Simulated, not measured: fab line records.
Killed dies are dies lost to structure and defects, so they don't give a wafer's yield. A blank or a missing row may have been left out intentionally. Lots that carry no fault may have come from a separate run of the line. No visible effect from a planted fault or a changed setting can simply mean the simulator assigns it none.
Which tool is to blame?    flow sfq_line    14 lots, 42 wafers sampled, at 1 step of a route of 325

## WHAT THE GAUGES SHOWED, per wafer
The record lacks any reading of a measuring or inspecting step that a usual standard deviation could be used to judge.

## WHAT TOOL EACH LOT RAN ON (gives the tool, then ch and the chambers of the sampled wafers, and finally the start)
lot   SFQ_TRILAYER_I6_VIA_LITHO_COAT_174
L988  litho_track-02 ch 0, day 71 14:34
L990  litho_track-03 ch 0, day 72 11:22
L991  litho_track-03 ch 0, day 72 18:31
L992  litho_track-03 ch 0, day 72 22:07
L993  litho_track-01 ch 0, day 73 04:10
L994  litho_track-03 ch 0, day 73 09:16
L101  litho_track-01 ch 0, day 76 16:09
L102  litho_track-03 ch 0, day 76 19:47
L104  litho_track-03 ch 0, day 77 20:51
L106  litho_track-03 ch 0, day 78 09:31
L107  litho_track-03 ch 0, day 78 17:45
L108  litho_track-03 ch 0, day 78 18:44
L109  litho_track-01 ch 0, day 79 06:35
L110  litho_track-01 ch 0, day 79 13:49
- SFQ_TRILAYER_I6_VIA_LITHO_COAT_174: resist thk 62 nm.

## WHAT THE TOOLS THEMSELVES READ (means of the sampled wafers that have a number; where no wafer has one, the mark that the record gives instead)
SFQ_TRILAYER_I6_VIA_LITHO_COAT_174.
lot   tool            dispense_pressure_kPa (kPa)  spin_speed_rpm (rpm)
L988  litho_track-02  52                           2998.4
L990  litho_track-03  56                           2998.8
L991  litho_track-03  56                           3000.6
L992  litho_track-03  56                           2920.0
L993  litho_track-01  42                           2998.5
L994  litho_track-03  56                           2921.1
L101  litho_track-01  42                           2998.3
L102  litho_track-03  56                           2997.6
L104  litho_track-03  56                           2997.8
L106  litho_track-03  56                           3000.7
L107  litho_track-03  56                           2997.2
L108  litho_track-03  56                           2999.2
L109  litho_track-01  42                           3001.2
L110  litho_track-01  42                           2999.2

## THE ANSWER, worked out from the rows above alone
Rule: what is usual is taken from the lots themselves. The widest of any qualifying gaps counts: lots, ordered by their means at a reading, are off when they make up no more than a third of the lots, leave a main group of 4 or more, and stand apart from it by 3 or more times the standard deviation of that group's means. A main group is skipped when, at the precision printed for the reading in the tables above, its means are all equal. Also off: a lot with no number at a reading for which 4 or more lots have one. The other lots that the step has rows for count as sound. After the gauges, taken in route order, come the tools' own readings; for these a lot's mean is taken, as printed above. At the first step where some lot is off, the reading lying furthest off is the one used; lots without a number count as furthest.
Off, at SFQ_TRILAYER_I6_VIA_LITHO_COAT_174 on spin_speed_rpm: L992, L994. The main group has a mean of 2999.0 rpm with a standard deviation of 1.2.
A tool fits if, at that step or a process step before it, it ran every lot that is off, and no sound lot after the first of them. Not one of the candidates tried fits.

## WHAT HAD BEEN PUT IN BY THE SIMULATOR
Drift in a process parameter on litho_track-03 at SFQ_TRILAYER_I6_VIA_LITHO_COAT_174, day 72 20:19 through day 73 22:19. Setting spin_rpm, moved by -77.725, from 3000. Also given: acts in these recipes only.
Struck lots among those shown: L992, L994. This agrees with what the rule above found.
